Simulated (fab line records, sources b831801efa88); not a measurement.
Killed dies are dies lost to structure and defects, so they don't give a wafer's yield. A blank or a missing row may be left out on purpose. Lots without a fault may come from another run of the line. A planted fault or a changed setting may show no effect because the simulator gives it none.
Chamber matching | flow sky130 | SKY_CONTACT_ETCH_17 on rie_diel-03: 4 sister chambers
The step etches SiO2 in C4F8/O2/Ar, stops on Si3N4, target depth 340 nm. 18 wafers are shown with their chamber, then 9 later ones without.

WAFERS WITH THEIR CHAMBER
wafer  | chamber | oes_product_au (a.u.) | chamber_pressure_mTorr (mTorr)
L074.1 | 3       | 0.889                 | 39.98
L074.4 | 2       | 0.891                 | 40.04
L074.5 | 3       | 0.898                 | 40.02
L077.4 | 0       | 0.896                 | 39.97
L077.5 | 1       | 0.894                 | 40.03
L077.6 | 0       | 0.890                 | 40.04
L081.1 | 0       | 0.894                 | 40.02
L081.5 | 2       | 0.890                 | 40.00
L081.6 | 1       | 0.892                 | 39.96
L083.2 | 2       | 0.890                 | 39.94
L083.4 | 0       | 0.894                 | 40.04
L083.6 | 3       | 0.887                 | 40.10
L084.1 | 3       | 0.897                 | 39.96
L084.4 | 1       | 0.888                 | 40.07
L084.6 | 1       | 0.896                 | 39.97
L089.2 | 2       | 0.885                 | 40.03
L089.3 | 1       | 0.887                 | 39.99
L089.5 | 1       | 0.890                 | 40.04

SIGNATURES (means of the wafers above)
reading                | chamber 0 | chamber 1 | chamber 2 | chamber 3 | scatter within a chamber
oes_product_au         | 0.89350   | 0.89117   | 0.88900   | 0.89275   | 0.00373
chamber_pressure_mTorr | 40.0175   | 40.0100   | 40.0025   | 40.0150   | 0.0465
Rule: a wafer's distance from a chamber is the root of the sum, over the readings, of the square of ((its reading less the chamber's mean) divided by the reading's scatter). The wafer belongs to the nearest chamber; if the next one is less than 2 further off, it can't be placed. The scatter: the root of (the sum of the squares of (reading less its chamber's mean) over the shown wafers, divided by (wafers less chambers)).

WAFERS WITHOUT THEIR CHAMBER
wafer  | oes_product_au (a.u.) | chamber_pressure_mTorr (mTorr)
L090.1 | 0.891                 | 40.06
L090.2 | 0.884                 | 39.95
L090.5 | 0.882                 | 40.00
L092.2 | 0.891                 | 39.94
L092.4 | 0.879                 | 40.04
L092.5 | 0.885                 | 39.95
L097.1 | 0.891                 | 40.02
L097.3 | 0.889                 | 39.98
L097.6 | 0.885                 | 40.00

WHICH CHAMBER EACH WENT THROUGH
wafer  | from the rows above               | in truth
L090.1 | can't be placed: 3 or 1 or 0 or 2 | 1
L090.2 | can't be placed: 2 or 1 or 3 or 0 | 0
L090.5 | can't be placed: 2 or 1 or 3 or 0 | 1
L092.2 | can't be placed: 2 or 1 or 3 or 0 | 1
L092.4 | can't be placed: 2 or 1 or 3 or 0 | 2
L092.5 | can't be placed: 2 or 1 or 3 or 0 | 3
L097.1 | can't be placed: 1 or 3 or 2 or 0 | 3
L097.3 | can't be placed: 2 or 1 or 3 or 0 | 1
L097.6 | can't be placed: 2 or 1 or 3 or 0 | 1
Placed correctly: 0 of 9. Can't be placed from these rows: 9 (the true chamber is among the candidates in 9). Placed wrongly: 0.
